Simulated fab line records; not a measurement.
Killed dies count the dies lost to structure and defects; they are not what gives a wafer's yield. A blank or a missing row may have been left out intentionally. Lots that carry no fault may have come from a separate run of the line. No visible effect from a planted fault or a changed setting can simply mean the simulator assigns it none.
fab line records | flow gf180mcu | part 1 of 2: steps 1 to 28 of 39
record lots=5 | wafers=15 | last_day=33
route steps=602 shown PSD@254 NSD@262 SAB@264 SALICIDE@278 CONTACT@287
lots with no fault: from the same line, run without faults
start_h: the number of hours between the record's first day and the start of the first shown wafer of the lot | wait_h: hours from the lot's prior step to this one | " the same as in the row above | L1.1+2: a single row standing in for several wafers | - value missing, or start not given | * or withheld: withheld | < > ~ a bound
route shown NAME@n: a module of which the file shows steps, and the number in the route of the first | usual: mean/standard deviation of fault-free wafers | same: alike in all rows | chamber/n: place in a boat | sites: readings site by site | _std_site: how widely they spread, as a standard deviation | _edge_site: the outer-site mean with the inner-site mean subtracted | radius_mm: how far each site lies from the wafer's centre | mask NAME#n: copy n | behind: the tool/chamber that last shaped the wafer | hold: cause of the lot's hold/its duration in hours/its outcome | device: the n, p or np transistor that did not switch | end of line: the tests these same wafers got at the end of their route | step lacking rows: just its recipe | killed: the dies lost at the first sort to structure and to defects; this is not the yield of the wafer | map: the dies of a wafer, with x for killed, . for not killed, _ for no die there
set.NAME: the setting that was run; set.NAME@STEP: the one run at that earlier step | model.NAME: the simulator's own value behind a step, which no gauge read
lots at some steps of the route; a table a step, a row a wafer
services: the hour from which a tool's chamber was out of use, counted from the record's first day as start_h (under 0 if before that day), plus the number of hours and why
## steps
# step GF_PSD_DEVELOP_06
# recipe develop_time_s=60 | dev_temp_c=23.91
lot.wafer  | tool           | chamber | start_h | wait_h
L076.1+3+4 | litho_track-02 | 0       | 332.11  | 0.1
L085.4+5+6 | litho_track-01 | 0       | 409.15  | 0.1
L087.2+4+5 | litho_track-03 | 0       | 427.89  | 0.1
L088.2+4+5 | litho_track-03 | 0       | 436.34  | 0.1
L091.2+3+4 | litho_track-02 | 0       | 461.24  | 0.1
# step GF_PSD_CD_MEAS_07
# recipe target_cd_nm=400
# usual cd_nm=399.2/1.9
lot.wafer | tool      | chamber | start_h | wait_h | cd_nm
L076.1    | cd_sem-02 | -       | 332.26  | 0.1    | 400.0
L076.3    | "         | -       | "       | "      | 399.0
L076.4    | "         | -       | "       | "      | 399.0
L085.4    | cd_sem-02 | -       | 409.28  | 0.1    | 398.5
L085.5    | "         | -       | "       | "      | 400.7
L085.6    | "         | -       | "       | "      | 397.9
L087.2    | cd_sem-01 | -       | 428.03  | 0.1    | 397.6
L087.4    | "         | -       | "       | "      | 396.6
L087.5    | "         | -       | "       | "      | 396.2
L088.2    | cd_sem-02 | -       | 436.48  | 0.1    | 399.3
L088.4    | "         | -       | "       | "      | 399.5
L088.5    | "         | -       | "       | "      | 400.4
L091.2    | cd_sem-02 | -       | 461.38  | 0.1    | 403.4
L091.3    | "         | -       | "       | "      | 399.1
L091.4    | "         | -       | "       | "      | 401.1
# step GF_PSD_OVL_MEAS_08
# usual PSD_OVL=-0.1/1.8
lot.wafer | tool       | chamber | start_h | wait_h | PSD_OVL[nm]
L076.1    | overlay-01 | -       | 332.38  | 0.1    | 1.5
L076.3    | "          | -       | "       | "      | -0.1
L076.4    | "          | -       | "       | "      | 0.5
L085.4    | overlay-01 | -       | 409.36  | 0.1    | -0.5
L085.5    | "          | -       | "       | "      | 2.6
L085.6    | "          | -       | "       | "      | -1.9
L087.2    | overlay-01 | -       | 428.14  | 0.1    | -1.0
L087.4    | "          | -       | "       | "      | -1.2
L087.5    | "          | -       | "       | "      | -2.1
L088.2    | overlay-02 | -       | 436.59  | 0.1    | 1.6
L088.4    | "          | -       | "       | "      | -0.7
L088.5    | "          | -       | "       | "      | -0.5
L091.2    | overlay-02 | -       | 461.49  | 0.1    | 1.0
L091.3    | "          | -       | "       | "      | -1.6
L091.4    | "          | -       | "       | "      | -1.8
# step GF_PSD_IMPLANT_09
# recipe species=BF2 | energy_kev=40 | dose_cm2=1.5e+15 | tilt_deg=7
# usual beam_energy_keV=40.001/0.012
lot.wafer | tool         | chamber | start_h | wait_h | beam_energy_keV
L076.1    | implanter-01 | 0       | 332.42  | 0.0    | 39.982
L076.3    | "            | 0       | "       | "      | 39.992
L076.4    | "            | 0       | "       | "      | 39.982
L085.4    | implanter-02 | 0       | 409.45  | 0.1    | 39.990
L085.5    | "            | 0       | "       | "      | 40.004
L085.6    | "            | 0       | "       | "      | 39.996
L087.2    | implanter-03 | 0       | 428.20  | 0.0    | 39.998
L087.4    | "            | 0       | "       | "      | 39.994
L087.5    | "            | 0       | "       | "      | 39.985
L088.2    | implanter-01 | 0       | 436.65  | 0.0    | 39.975
L088.4    | "            | 0       | "       | "      | 39.973
L088.5    | "            | 0       | "       | "      | 39.996
L091.2    | implanter-03 | 0       | 461.54  | 0.0    | 40.004
L091.3    | "            | 0       | "       | "      | 40.013
L091.4    | "            | 0       | "       | "      | 39.976
# step GF_PSD_STRIP_10
# recipe chemistry=O2/N2 | power_w=1400 | pressure_mtorr=1500 | platen_temp_c=250 | o2_flow_sccm=3000 | n2_flow_sccm=300 | overash_fraction=0.5
# usual drypump_motor_current_A=5.6/0.38 | heater_power_w=317/16 | oes_product_au=0.591/0.0053 | strip_time_to_endpoint_s=16.53/0.033
lot.wafer | tool            | chamber | start_h | wait_h | drypump_motor_current_A | heater_power_w | oes_product_au | rf_hours_counter_h | strip_time_to_endpoint_s
L076.1    | plasma_asher-04 | 0       | 332.57  | 0.1    | 5.6                     | 306            | 0.598          | 71                 | 16.49
L076.3    | "               | 1       | "       | "      | 5.1                     | 332            | 0.591          | -                  | 16.54
L076.4    | "               | 0       | "       | "      | 5.6                     | 309            | 0.586          | -                  | 16.51
L085.4    | plasma_asher-02 | 1       | 409.56  | 0.1    | 5.6                     | 305            | 0.589          | -                  | 16.51
L085.5    | "               | 1       | "       | "      | 5.6                     | 315            | 0.595          | -                  | 16.48
L085.6    | "               | 0       | "       | "      | 5.6                     | 309            | 0.592          | -                  | 16.48
L087.2    | plasma_asher-02 | 1       | 428.32  | 0.1    | 5.6                     | 313            | 0.593          | 75                 | 16.55
L087.4    | "               | 1       | "       | "      | 5.6                     | 308            | 0.587          | -                  | 16.53
L087.5    | "               | 0       | "       | "      | 5.6                     | 305            | 0.583          | -                  | 16.55
L088.2    | plasma_asher-04 | 0       | 436.77  | 0.1    | 5.5                     | 335            | 0.597          | 1                  | 16.52
L088.4    | "               | 0       | "       | "      | 5.5                     | 332            | 0.593          | -                  | 16.52
L088.5    | "               | 1       | "       | "      | 5.1                     | 326            | 0.589          | -                  | 16.52
L091.2    | plasma_asher-02 | 0       | 461.67  | 0.1    | 5.6                     | 308            | 0.601          | 78                 | 16.50
L091.3    | "               | 1       | "       | "      | 5.6                     | 311            | 0.597          | -                  | 16.52
L091.4    | "               | 0       | "       | "      | 5.6                     | 301            | 0.591          | -                  | 16.52
# step GF_PSD_TW_MEAS_11
# usual PSD_TW=3200/24
lot.wafer | tool          | chamber | start_h | wait_h | PSD_TW
L076.1    | film_metro-04 | -       | 332.67  | 0.1    | 3184
L076.3    | "             | -       | "       | "      | 3189
L076.4    | "             | -       | "       | "      | 3182
L085.4    | film_metro-03 | -       | 409.66  | 0.1    | 3247
L085.5    | "             | -       | "       | "      | 3237
L085.6    | "             | -       | "       | "      | 3226
L087.2    | film_metro-04 | -       | 428.43  | 0.1    | 3192
L087.4    | "             | -       | "       | "      | 3191
L087.5    | "             | -       | "       | "      | 3174
L088.2    | film_metro-01 | -       | 436.88  | 0.1    | 3181
L088.4    | "             | -       | "       | "      | 3176
L088.5    | "             | -       | "       | "      | 3171
L091.2    | film_metro-03 | -       | 461.78  | 0.1    | 3221
L091.3    | "             | -       | "       | "      | 3230
L091.4    | "             | -       | "       | "      | 3202
# step GF_PSD_CLEAN_12
# recipe chemistry=SC1/SC2 | mix=1:4:20 | temp_c=70 | time_s=150 | dry=n2_spin
lot.wafer  | tool         | chamber | start_h | wait_h
L076.1+3+4 | wet_bench-04 | 2       | 332.73  | 0.1
L085.4+5+6 | wet_bench-04 | 2       | 409.69  | 0.0
L087.2+4+5 | wet_bench-03 | 1       | 428.48  | 0.0
L088.2+4+5 | wet_bench-03 | 0       | 436.93  | 0.0
L091.2+3+4 | wet_bench-04 | 0       | 461.83  | 0.0
# step GF_PSD_RTA_13
# recipe temp_c=1025 | time_s=20 | ambient=N2
# usual lamp_power_pct=34.6/0.47 | wafer_temp_C_max=1028.9/0.84
lot.wafer | tool          | chamber | start_h | wait_h | lamp_power_pct | wafer_temp_C_max
L076.1    | rtp_anneal-01 | 0       | 332.78  | 0.0    | 34.2           | 1028.2
L076.3    | "             | 0       | "       | "      | 34.1           | 1028.3
L076.4    | "             | 0       | "       | "      | 34.1           | 1029.1
L085.4    | rtp_anneal-01 | 0       | 409.78  | 0.0    | 34.1           | 1029.3
L085.5    | "             | 0       | "       | "      | 34.1           | 1029.3
L085.6    | "             | 0       | "       | "      | 34.1           | 1029.4
L087.2    | rtp_anneal-01 | 0       | 428.54  | 0.0    | 34.2           | 1028.7
L087.4    | "             | 0       | "       | "      | 34.1           | 1031.7
L087.5    | "             | 0       | "       | "      | 34.1           | 1029.3
L088.2    | rtp_anneal-01 | 0       | 436.99  | 0.0    | 34.2           | 1030.1
L088.4    | "             | 0       | "       | "      | 34.1           | 1029.2
L088.5    | "             | 0       | "       | "      | 34.2           | 1028.7
L091.2    | rtp_anneal-01 | 0       | 461.89  | 0.0    | 34.2           | 1028.9
L091.3    | "             | 0       | "       | "      | 34.1           | 1029.5
L091.4    | "             | 0       | "       | "      | 34.1           | 1028.6
# step GF_PSD_RS_MEAS_14
# recipe thk_meas_gauge=four-point-probe
# usual NSD_RS=46.09/0.084
lot.wafer | tool          | chamber | start_h | wait_h | NSD_RS[ohm/sq]
L076.1    | film_metro-03 | -       | 332.86  | 0.1    | 46.03
L076.3    | "             | -       | "       | "      | 46.01
L076.4    | "             | -       | "       | "      | 46.03
L085.4    | film_metro-04 | -       | 409.88  | 0.1    | 46.10
L085.5    | "             | -       | "       | "      | 46.05
L085.6    | "             | -       | "       | "      | 45.99
L087.2    | film_metro-04 | -       | 428.63  | 0.1    | 46.10
L087.4    | "             | -       | "       | "      | 46.11
L087.5    | "             | -       | "       | "      | 46.19
L088.2    | film_metro-01 | -       | 437.08  | 0.1    | 46.19
L088.4    | "             | -       | "       | "      | 46.18
L088.5    | "             | -       | "       | "      | 46.23
L091.2    | film_metro-03 | -       | 461.98  | 0.1    | 46.13
L091.3    | "             | -       | "       | "      | 46.19
L091.4    | "             | -       | "       | "      | 46.01
# step GF_PSD_RS_MEAS_15
# recipe thk_meas_gauge=four-point-probe
# usual PSD_RS=108.43/0.3
lot.wafer | tool          | chamber | start_h | wait_h | PSD_RS[ohm/sq]
L076.1    | film_metro-03 | -       | 332.98  | 0.1    | 107.95
L076.3    | "             | -       | "       | "      | 108.01
L076.4    | "             | -       | "       | "      | 108.08
L085.4    | film_metro-04 | -       | 410.00  | 0.1    | 107.99
L085.5    | "             | -       | "       | "      | 108.33
L085.6    | "             | -       | "       | "      | 107.99
L087.2    | film_metro-04 | -       | 428.75  | 0.1    | 108.56
L087.4    | "             | -       | "       | "      | 108.46
L087.5    | "             | -       | "       | "      | 108.04
L088.2    | film_metro-01 | -       | 437.20  | 0.1    | 108.93
L088.4    | "             | -       | "       | "      | 108.62
L088.5    | "             | -       | "       | "      | 108.80
L091.2    | film_metro-03 | -       | 462.10  | 0.1    | 109.07
L091.3    | "             | -       | "       | "      | 108.89
L091.4    | "             | -       | "       | "      | 108.71
# step GF_SAB_CVD_00
# recipe material=SiO2 | target_thk_nm=50 | precursor=TEOS | temp_c=400 | time_s=4.9302 | rf_w=600
# usual heater_power_w=695/99
lot.wafer | tool     | chamber | start_h | wait_h | heater_power_w | since_wet_clean_h
L076.1    | pecvd-02 | 2       | 333.10  | 0.1    | 552            | 367
L076.3    | "        | 0       | "       | "      | 796            | 367
L076.4    | "        | 0       | "       | "      | 807            | -
L085.4    | pecvd-02 | 1       | 410.07  | 0.0    | 705            | -
L085.5    | "        | 0       | "       | "      | 815            | -
L085.6    | "        | 2       | "       | "      | 618            | -
L087.2    | pecvd-04 | 0       | 428.85  | 0.1    | 640            | 671
L087.4    | "        | 0       | "       | "      | 626            | -
L087.5    | "        | 1       | "       | "      | 928            | -
L088.2    | pecvd-04 | 1       | 437.30  | 0.1    | 854            | 679
L088.4    | "        | 1       | "       | "      | 858            | -
L088.5    | "        | 0       | "       | "      | 596            | -
L091.2    | pecvd-04 | 2       | 462.20  | 0.1    | 582            | 704
L091.3    | "        | 1       | "       | "      | 784            | 704
L091.4    | "        | 2       | "       | "      | 566            | -
# step GF_SAB_THK_MEAS_01
# recipe reads=SiO2_of_SAB_CVD_00
# usual SAB_CVD_00_THK=49.9/0.72
lot.wafer | tool          | chamber | start_h | wait_h | SAB_CVD_00_THK[nm]
L076.1    | film_metro-01 | -       | 333.12  | 0.0    | 48.9
L076.3    | "             | -       | "       | "      | 49.5
L076.4    | "             | -       | "       | "      | 49.8
L085.4    | film_metro-03 | -       | 410.11  | 0.0    | 50.5
L085.5    | "             | -       | "       | "      | 49.6
L085.6    | "             | -       | "       | "      | 49.8
L087.2    | film_metro-03 | -       | 428.88  | 0.0    | 48.9
L087.4    | "             | -       | "       | "      | 50.1
L087.5    | "             | -       | "       | "      | 50.5
L088.2    | film_metro-01 | -       | 437.33  | 0.0    | 50.5
L088.4    | "             | -       | "       | "      | 50.8
L088.5    | "             | -       | "       | "      | 49.7
L091.2    | film_metro-01 | -       | 462.23  | 0.0    | 49.3
L091.3    | "             | -       | "       | "      | 50.8
L091.4    | "             | -       | "       | "      | 50.1
# step GF_SAB_DEHYDRATE_02
# recipe temp_c=200 | time_s=60
# usual plate_temp_C=199.99/0.16
lot.wafer | tool           | chamber | start_h | wait_h | plate_temp_C
L076.1    | litho_track-02 | 0       | 342.51  | 9.4    | 199.89
L076.3    | "              | 0       | "       | "      | 200.27
L076.4    | "              | 0       | "       | "      | 200.04
L085.4    | litho_track-04 | 0       | 421.30  | 11.2   | 199.90
L085.5    | "              | 0       | "       | "      | 199.96
L085.6    | "              | 0       | "       | "      | 200.22
L087.2    | litho_track-03 | 0       | 440.29  | 11.4   | 199.88
L087.4    | "              | 0       | "       | "      | 199.80
L087.5    | "              | 0       | "       | "      | 200.12
L088.2    | litho_track-03 | 0       | 449.19  | 11.8   | 199.90
L088.4    | "              | 0       | "       | "      | 199.96
L088.5    | "              | 0       | "       | "      | 200.20
L091.2    | litho_track-02 | 0       | 473.74  | 11.5   | 200.13
L091.3    | "              | 0       | "       | "      | 199.79
L091.4    | "              | 0       | "       | "      | 199.80
# step GF_SAB_HMDS_03
# recipe prime_time_s=60 | prime_temp_c=120
lot.wafer  | tool           | chamber | start_h | wait_h
L076.1+3+4 | litho_track-02 | 0       | 342.66  | 0.1
L085.4+5+6 | litho_track-04 | 0       | 421.45  | 0.1
L087.2+4+5 | litho_track-03 | 0       | 440.44  | 0.1
L088.2+4+5 | litho_track-03 | 0       | 449.34  | 0.1
L091.2+3+4 | litho_track-02 | 0       | 473.89  | 0.1
# step GF_SAB_COAT_04
# recipe resist=NOVOLAK | spin_rpm=3000 | resist_thk_nm=1000
lot.wafer  | tool           | chamber | start_h | wait_h
L076.1+3+4 | litho_track-02 | 0       | 342.81  | 0.1
L085.4+5+6 | litho_track-04 | 0       | 421.60  | 0.1
L087.2+4+5 | litho_track-03 | 0       | 440.59  | 0.1
L088.2+4+5 | litho_track-03 | 0       | 449.49  | 0.1
L091.2+3+4 | litho_track-02 | 0       | 474.04  | 0.1
# step GF_SAB_SOFTBAKE_05
# recipe temp_c=90 | time_s=60 | resist=NOVOLAK
# usual plate_temp_C=89.98/0.11
lot.wafer | tool           | chamber | start_h | wait_h | plate_temp_C
L076.1    | litho_track-02 | 0       | 342.96  | 0.1    | 89.95
L076.3    | "              | 0       | "       | "      | 90.02
L076.4    | "              | 0       | "       | "      | 89.84
L085.4    | litho_track-04 | 0       | 421.75  | 0.1    | 89.86
L085.5    | "              | 0       | "       | "      | 89.79
L085.6    | "              | 0       | "       | "      | 90.04
L087.2    | litho_track-03 | 0       | 440.74  | 0.1    | 89.78
L087.4    | "              | 0       | "       | "      | 89.82
L087.5    | "              | 0       | "       | "      | 89.68
L088.2    | litho_track-03 | 0       | 449.64  | 0.1    | 89.88
L088.4    | "              | 0       | "       | "      | 89.99
L088.5    | "              | 0       | "       | "      | 89.87
L091.2    | litho_track-02 | 0       | 474.19  | 0.1    | 89.92
L091.3    | "              | 0       | "       | "      | 90.10
L091.4    | "              | 0       | "       | "      | 90.02
# step GF_SAB_EXPOSE_06
# recipe mask_id=SAB | target_cd_nm=420 | na=0.6 | source_shape=conventional | sigma_outer=0.6 | dose_mj=140
# usual stage_vel_mm_s=500.05/0.22
lot.wafer | tool             | chamber | start_h | wait_h | mask  | stage_vel_mm_s
L076.1    | iline_stepper-01 | 0       | -       | -      | SAB#0 | 500.24
L076.3    | "                | 0       | "       | "      | SAB#0 | 499.98
L076.4    | "                | 0       | "       | "      | SAB#0 | 500.45
L085.4    | iline_stepper-01 | 0       | -       | -      | SAB#0 | 499.87
L085.5    | "                | 0       | "       | "      | SAB#0 | 499.87
L085.6    | "                | 0       | "       | "      | SAB#0 | 499.80
L087.2    | iline_stepper-02 | 0       | -       | -      | SAB#0 | 499.81
L087.4    | "                | 0       | "       | "      | SAB#0 | 500.10
L087.5    | "                | 0       | "       | "      | SAB#0 | 500.42
L088.2    | iline_stepper-01 | 0       | -       | -      | SAB#0 | 500.03
L088.4    | "                | 0       | "       | "      | SAB#0 | 500.09
L088.5    | "                | 0       | "       | "      | SAB#0 | 499.75
L091.2    | iline_stepper-02 | 0       | -       | -      | SAB#0 | 499.87
L091.3    | "                | 0       | "       | "      | SAB#0 | 499.87
L091.4    | "                | 0       | "       | "      | SAB#0 | 499.87
# step GF_SAB_PEB_07
# recipe temp_c=withheld | time_s=* | resist=NOVOLAK
lot.wafer  | tool           | chamber | start_h | wait_h
L076.1+3+4 | litho_track-04 | 0       | -       | -
L085.4+5+6 | litho_track-02 | 0       | -       | -
L087.2+4+5 | litho_track-04 | 0       | -       | -
L088.2+4+5 | litho_track-04 | 0       | -       | -
L091.2+3+4 | litho_track-02 | 0       | -       | -
# step GF_SAB_DEVELOP_08
# recipe develop_time_s=60 | dev_temp_c=23
lot.wafer  | tool           | chamber | start_h | wait_h
L076.1+3+4 | litho_track-04 | 0       | 353.83  | 0.1
L085.4+5+6 | litho_track-02 | 0       | 433.29  | 0.1
L087.2+4+5 | litho_track-04 | 0       | 452.90  | 0.1
L088.2+4+5 | litho_track-04 | 0       | 461.90  | 0.1
L091.2+3+4 | litho_track-02 | 0       | 486.69  | 0.1
# step GF_SAB_CD_MEAS_09
# recipe target_cd_nm=420
# usual cd_nm=419.7/2
lot.wafer | tool      | chamber | start_h | wait_h | cd_nm
L076.1    | cd_sem-02 | -       | 353.98  | 0.1    | 420.9
L076.3    | "         | -       | "       | "      | 420.6
L076.4    | "         | -       | "       | "      | 421.6
L085.4    | cd_sem-01 | -       | 433.42  | 0.1    | 420.0
L085.5    | "         | -       | "       | "      | 421.3
L085.6    | "         | -       | "       | "      | 420.7
L087.2    | cd_sem-02 | -       | 453.04  | 0.1    | 417.2
L087.4    | "         | -       | "       | "      | 417.3
L087.5    | "         | -       | "       | "      | 416.8
L088.2    | cd_sem-01 | -       | 462.04  | 0.1    | 419.0
L088.4    | "         | -       | "       | "      | 417.6
L088.5    | "         | -       | "       | "      | 421.3
L091.2    | cd_sem-01 | -       | 486.83  | 0.1    | 419.0
L091.3    | "         | -       | "       | "      | 421.0
L091.4    | "         | -       | "       | "      | 421.6
# step GF_SAB_OVL_MEAS_10
# usual SAB_OVL=0.8/1.2
lot.wafer | tool       | chamber | start_h | wait_h | SAB_OVL[nm]
L076.1    | overlay-01 | -       | 354.10  | 0.1    | 0.7
L076.3    | "          | -       | "       | "      | 1.5
L076.4    | "          | -       | "       | "      | 1.4
L085.4    | overlay-02 | -       | 433.50  | 0.1    | 0.8
L085.5    | "          | -       | "       | "      | -0.4
L085.6    | "          | -       | "       | "      | 1.9
L087.2    | overlay-02 | -       | 453.15  | 0.1    | 1.6
L087.4    | "          | -       | "       | "      | 2.1
L087.5    | "          | -       | "       | "      | 2.9
L088.2    | overlay-02 | -       | 462.15  | 0.1    | 1.4
L088.4    | "          | -       | "       | "      | 2.8
L088.5    | "          | -       | "       | "      | 2.4
L091.2    | overlay-02 | -       | 486.94  | 0.1    | 1.0
L091.3    | "          | -       | "       | "      | 1.3
L091.4    | "          | -       | "       | "      | 0.7
# step GF_SAB_ETCH_11
# recipe chemistry=C4F8/O2/Ar | mask_material=NOVOLAK | target=SiO2 | target_depth_nm=55 | source_w=1500 | bias_w=1200 | pressure_mtorr=40 | c4f8_flow_sccm=withheld | O2_flow_sccm=6 | Ar_flow_sccm=300 | time_s=8.5
# usual oes_product_au=0.996/0.012
lot.wafer | tool        | chamber | start_h | wait_h | oes_product_au | rf_hours_counter_h
L076.1    | rie_diel-02 | 2       | 354.13  | 0.0    | 0.992          | 2
L076.3    | "           | 1       | "       | "      | 1.007          | 11
L076.4    | "           | 3       | "       | "      | 0.992          | 116
L085.4    | rie_diel-01 | 1       | 433.52  | 0.0    | 0.998          | 13
L085.5    | "           | 0       | "       | "      | 0.982          | -
L085.6    | "           | 1       | "       | "      | 0.996          | -
L087.2    | rie_diel-01 | 0       | 453.18  | 0.0    | 0.974          | 92
L087.4    | "           | 3       | "       | "      | 1.013          | 30
L087.5    | "           | 1       | "       | "      | 0.986          | -
L088.2    | rie_diel-01 | 2       | 462.18  | 0.0    | 0.991          | 97
L088.4    | "           | 3       | "       | "      | 1.008          | -
L088.5    | "           | 2       | "       | "      | 0.992          | -
L091.2    | rie_diel-01 | 1       | 486.97  | 0.0    | 0.997          | 15
L091.3    | "           | 0       | "       | "      | 0.978          | 93
L091.4    | "           | 0       | "       | "      | 0.986          | -
# step GF_SAB_WET_ETCH_12
# recipe chemistry=dHF | target_depth_nm=22 | dry=n2_spin | target=SiO2 | temp_c=25 | dilution=100:1 | time_s=440
lot.wafer  | tool         | chamber | start_h | wait_h
L076.1+3+4 | wet_bench-04 | 1       | 354.15  | 0.0
L085.4+5+6 | wet_bench-01 | 0       | 433.54  | 0.0
L087.2+4+5 | wet_bench-04 | 2       | 453.20  | 0.0
L088.2+4+5 | wet_bench-04 | 1       | 462.20  | 0.0
L091.2+3+4 | wet_bench-01 | 3       | 486.99  | 0.0
# step GF_SAB_STRIP_13
# recipe chemistry=O2/N2 | power_w=1400 | pressure_mtorr=1500 | platen_temp_c=250 | o2_flow_sccm=3000 | n2_flow_sccm=300 | overash_fraction=0.5
# usual drypump_motor_current_A=6.0/0.31 | heater_power_w=314/21 | oes_product_au=0.710/0.0046 | strip_time_to_endpoint_s=12.62/0.042
lot.wafer | tool            | chamber | start_h | wait_h | drypump_motor_current_A | heater_power_w | oes_product_au | rf_hours_counter_h | strip_time_to_endpoint_s
L076.1    | plasma_asher-02 | 0       | 354.28  | 0.0    | 5.6                     | 303            | 0.705          | 67                 | 12.62
L076.3    | "               | 1       | "       | "      | 5.6                     | 313            | 0.709          | -                  | 12.63
L076.4    | "               | 0       | "       | "      | 5.6                     | 303            | 0.716          | -                  | 12.61
L085.4    | plasma_asher-03 | 1       | 433.70  | 0.0    | 6.0                     | 345            | 0.706          | -                  | 12.57
L085.5    | "               | 1       | "       | "      | 6.0                     | 346            | 0.714          | -                  | 12.58
L085.6    | "               | 0       | "       | "      | 6.3                     | 305            | 0.714          | -                  | 12.64
L087.2    | plasma_asher-02 | 0       | 453.33  | 0.0    | 5.6                     | 301            | 0.714          | 77                 | 12.62
L087.4    | "               | 0       | "       | "      | 5.6                     | 305            | 0.711          | -                  | 12.58
L087.5    | "               | 1       | "       | "      | 5.6                     | 308            | 0.705          | -                  | 12.61
L088.2    | plasma_asher-03 | 1       | 462.33  | 0.0    | 6.0                     | 344            | 0.713          | 70                 | 12.55
L088.4    | "               | 1       | "       | "      | 6.0                     | 341            | 0.712          | -                  | 12.58
L088.5    | "               | 1       | "       | "      | 6.0                     | 342            | 0.723          | -                  | 12.60
L091.2    | plasma_asher-02 | 0       | 487.12  | 0.0    | 5.6                     | 297            | 0.714          | 81                 | 12.61
L091.3    | "               | 0       | "       | "      | 5.6                     | 307            | 0.715          | -                  | 12.65
L091.4    | "               | 1       | "       | "      | 5.6                     | 310            | 0.706          | -                  | 12.62
# step GF_SALICIDE_CLEAN_00
# recipe chemistry=SC1/SC2 | mix=1:4:20 | temp_c=70 | time_s=150
lot.wafer  | tool         | chamber | start_h | wait_h
L076.1+3+4 | wet_bench-03 | 2       | 354.38  | 0.1
L085.4+5+6 | wet_bench-01 | 0       | 433.77  | 0.0
L087.2+4+5 | wet_bench-01 | 1       | 453.43  | 0.1
L088.2+4+5 | wet_bench-03 | 3       | 462.43  | 0.1
L091.2+3+4 | wet_bench-04 | 1       | 487.22  | 0.1
# step GF_SALICIDE_WET_ETCH_01
# recipe chemistry=dHF | target_depth_nm=5 | dry=ipa_marangoni | target=SiO2 | temp_c=23.87 | dilution=100:1 | time_s=100
lot.wafer  | tool         | chamber | start_h | wait_h
L076.1+3+4 | wet_bench-01 | 3       | 354.44  | 0.0
L085.4+5+6 | wet_bench-03 | 2       | 433.82  | 0.0
L087.2+4+5 | wet_bench-03 | 1       | 453.49  | 0.0
L088.2+4+5 | wet_bench-04 | 2       | 462.48  | 0.0
L091.2+3+4 | wet_bench-03 | 2       | 487.27  | 0.0
# step GF_SALICIDE_SPUTTER_02
# recipe material=Co | target_thk_nm=10 | power_w=1000 | time_s=20 | chamber_pressure_pa=0.4
# usual chamber_pressure_pa=0.3999/0.00074 | throttle_valve_pct=30.4/1.1
lot.wafer | tool           | chamber | start_h | wait_h | chamber_pressure_pa | throttle_valve_pct
L076.1    | pvd_sputter-04 | -       | 354.48  | 0.0    | 0.3992              | 31.4
L076.3    | "              | -       | "       | "      | 0.4007              | 31.6
L076.4    | "              | -       | "       | "      | 0.3997              | 29.8
L085.4    | pvd_sputter-04 | -       | 433.86  | 0.0    | 0.4000              | 30.4
L085.5    | "              | -       | "       | "      | 0.3989              | 31.5
L085.6    | "              | -       | "       | "      | 0.3999              | 31.6
L087.2    | pvd_sputter-03 | -       | 453.52  | 0.0    | 0.4009              | 30.5
L087.4    | "              | -       | "       | "      | 0.3985              | 30.3
L087.5    | "              | -       | "       | "      | 0.3991              | 30.2
L088.2    | pvd_sputter-03 | -       | 462.52  | 0.0    | 0.3993              | 29.7
L088.4    | "              | -       | "       | "      | 0.3998              | 30.1
L088.5    | "              | -       | "       | "      | 0.4002              | 30.4
L091.2    | pvd_sputter-04 | -       | 487.31  | 0.0    | 0.3994              | 31.5
L091.3    | "              | -       | "       | "      | 0.4016              | 30.2
L091.4    | "              | -       | "       | "      | 0.3988              | 29.8
# step GF_SALICIDE_SPUTTER_03
# recipe material=TiN | target_thk_nm=20 | power_w=6500 | time_s=16.7 | chamber_pressure_pa=0.4
# usual chamber_pressure_pa=0.3999/0.0008 | throttle_valve_pct=30.4/1.1
lot.wafer | tool           | chamber | start_h | wait_h | chamber_pressure_pa | throttle_valve_pct
L076.1    | pvd_sputter-04 | -       | 354.50  | 0.0    | 0.3989              | 31.7
L076.3    | "              | -       | "       | "      | 0.4009              | 31.7
L076.4    | "              | -       | "       | "      | 0.3996              | 29.4
L085.4    | pvd_sputter-04 | -       | 433.89  | 0.0    | 0.3995              | 30.3
L085.5    | "              | -       | "       | "      | 0.4018              | 31.7
L085.6    | "              | -       | "       | "      | 0.4005              | 31.9
L087.2    | pvd_sputter-03 | -       | 453.55  | 0.0    | 0.3994              | 30.7
L087.4    | "              | -       | "       | "      | 0.4006              | 30.1
L087.5    | "              | -       | "       | "      | 0.4000              | 30.3
L088.2    | pvd_sputter-03 | -       | 462.55  | 0.0    | 0.3981              | 29.7
L088.4    | "              | -       | "       | "      | 0.3996              | 30.1
L088.5    | "              | -       | "       | "      | 0.3992              | 30.4
L091.2    | pvd_sputter-04 | -       | 487.34  | 0.0    | 0.4004              | 31.6
L091.3    | "              | -       | "       | "      | 0.4003              | 30.5
L091.4    | "              | -       | "       | "      | 0.4001              | 29.5
